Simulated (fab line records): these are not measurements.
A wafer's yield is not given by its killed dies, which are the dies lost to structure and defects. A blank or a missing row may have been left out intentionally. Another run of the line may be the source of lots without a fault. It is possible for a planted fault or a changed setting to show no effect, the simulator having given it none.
Comparing a struck lot with a sound one | flow sfq line | 14 steps out of a route of 325
Sound: the wafers L223.2, L223.4, L223.6. Struck: wafer L236.1 (L236.2, L236.6, from the same lot, were not struck and are left out); the cause is given at the end.
At each step with rows: each side's tool, then ch and its chambers, then its first start. Under that, the readings that differ: sound wafers | struck wafers | difference of the means | sigmas: that difference in standard deviations of wafers without a fault.
alike: readings whose means differ by less than 2 such deviations, and words and numbers that are the same on both sides. not compared: withheld readings, readings that some wafer has no value for, bounds like >300 that may hide the same value, and numbers for which the record gives no deviation and whose values overlap.
A row with sigmas, a row that says differs or no value, or rows on one side alone: a step with any of these is where the two part. Numbers that have no deviation but don't overlap get no sigmas and don't part them. A reading missing from all wafers of one side parts the sides only when that side holds two or more wafers.

first, 2 steps without rows for these wafers: SFQ_TRILAYER_I3_VIA_STRIP_SOLV_CLEAN_090 (cleans in NMP, time 600 s); SFQ_TRILAYER_M4_DEP_PRE_CLEAN_092 (time 22.5 s).
SFQ_TRILAYER_M4_DEP_SPUTTER_091: material Nb, target thk 200 nm, time 133.3 s.
  sound on pvd sputter-04 at day 39 16:08; struck on pvd sputter-05 at day 51 09:26
  alike: cathode dc power W, throttle valve pct
SFQ_M4_RS_MEAS_924: measures by four-point-probe.
  sound on film metro-01 at day 39 16:15; struck on film metro-03 at day 51 09:32
  reading           | sound             | struck | difference | sigmas
  M4_NB_RS (ohm/sq) | 0.872 0.883 0.876 | 0.898  | +0.021     | +2
then, 6 steps without rows for these wafers: SFQ_TRILAYER_M4_LITHO_COAT_098 (resist thk 62 nm); SFQ_TRILAYER_M4_LITHO_COAT_093 (resist thk 600 nm); SFQ_TRILAYER_M4_LITHO_SOFTBAKE_097; SFQ_TRILAYER_M4_LITHO_EXPOSE_094 (exposes mask M4, target cd 500 nm); SFQ_TRILAYER_M4_LITHO_PEB_096 (peb time 60 s); SFQ_TRILAYER_M4_LITHO_DEVELOP_095 (time 60 s).
-- the record jumps here: 5 days lie between the struck wafers' starts before and after --
SFQ_M4_OVL_MEAS_926:
  sound on overlay-01 at day 45 11:25; struck on overlay-01 at day 56 11:35
  alike: M4_OVL
SFQ_TRILAYER_M4_BARC_OPEN_METAL_ETCH_123: etches BARC in O2, target depth 125 nm, time 41.7 s.
  sound on rie metal-04 ch 0,1, day 45 11:26; struck on rie metal-03 ch 1, day 56 11:37
  reading                                             | sound             | struck | difference | sigmas
  oes product au (a.u.)                               | 0.693 0.680 0.689 | 0.866  | +0.179     | +43
  run length s (s)                                    | 70.1 70.1 69.9    | 58.8   | -11.2      | -36
  model.KrF_of_TRILAYER_M4_LITHO_COAT_093.thk nm (nm) | 524.5 522.9 524   | 535.5  | +11.7      |
  alike: drypump motor current A
  not compared: bias w, rf hours counter h
SFQ_TRILAYER_M4_ETCH_METAL_ETCH_096: etches Nb in Cl2/Ar, stops on SiO2, target depth 240 nm, time 120 s.
  sound on rie metal-04 ch 0,1, day 45 11:30; struck on rie metal-03 ch 1, day 56 11:40
  reading                                             | sound           | struck | difference | sigmas
  drypump motor current A (A)                         | 4.7 4.7 5.7     | 6.2    | +1.2       | +2
  model.KrF_of_TRILAYER_M4_LITHO_COAT_093.thk nm (nm) | 381.6 381 383.2 | 396.6  | +14.7      |
  alike: bias w, oes product au, run length s
  not compared: rf hours counter h
SFQ_TRILAYER_M4_STRIP_STRIP_097: strips in O2.
  sound on rie metal-04 ch 0,1, day 45 11:37; struck on rie metal-03 ch 1, day 56 11:48
  reading               | sound             | struck | difference | sigmas
  oes product au (a.u.) | 1.004 1.010 1.016 | 0.991  | -0.019     | -2
  alike: drypump motor current A
  not compared: rf hours counter h

WHERE THEY PART
At SFQ_M4_RS_MEAS_924 first; at SFQ_TRILAYER_M4_STRIP_STRIP_097 last (within this record only).

WHY: whatever the simulator had introduced
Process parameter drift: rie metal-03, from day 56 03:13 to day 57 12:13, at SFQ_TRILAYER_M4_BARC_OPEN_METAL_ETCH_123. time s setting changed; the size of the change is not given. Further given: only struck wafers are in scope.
